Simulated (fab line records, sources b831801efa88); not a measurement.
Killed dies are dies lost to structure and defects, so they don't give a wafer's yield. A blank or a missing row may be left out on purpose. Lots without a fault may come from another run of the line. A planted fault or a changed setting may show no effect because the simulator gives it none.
Chamber matching | flow gf180mcu | GF_V2_CVD_02 on pecvd-03: 3 sister chambers
The step deposits SiO2 from TEOS, target thk 850 nm, time 94.851 s. 3 wafers are shown with their chamber, then 9 later ones without.

WAFERS WITH THEIR CHAMBER
wafer  | chamber | heater_power_w (W)
L087.3 | 1       | 693
L091.1 | 0       | 730
L091.5 | 2       | 580

WAFERS WITHOUT THEIR CHAMBER
wafer  | heater_power_w (W)
L094.1 | 708
L094.2 | 828
L094.4 | 573
L097.1 | 625
L097.2 | 618
L097.3 | 710
L097.4 | 661
L097.5 | 792
L097.6 | 711

WHICH CHAMBER EACH WENT THROUGH
wafer  | from the rows above          | in truth
L094.1 | can't be placed: 1 or 0      | 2
L094.2 | can't be placed: 0 or 1      | 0
L094.4 | 2                            | 2
L097.1 | can't be placed: 2 or 1 or 0 | 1
L097.2 | can't be placed: 2 or 1 or 0 | 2
L097.3 | can't be placed: 1 or 0      | 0
L097.4 | can't be placed: 1 or 0 or 2 | 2
L097.5 | can't be placed: 0 or 1      | 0
L097.6 | can't be placed: 1 or 0      | 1
Placed correctly: 1 of 9. Can't be placed from these rows: 8 (the true chamber is among the candidates in 7). Placed wrongly: 0.
How it was worked out, from the rows above alone: a wafer's distance from a chamber is the root of the sum, over the readings, of the square of ((its reading less the chamber's mean) divided by the reading's scatter). The wafer belongs to the nearest chamber; if the next one is less than 2 further off, it can't be placed. A chamber's mean is the mean of its shown wafers. The scatter: with one shown wafer a chamber, the root of the mean of the squares of how far each hidden wafer lies from its nearest shown one.
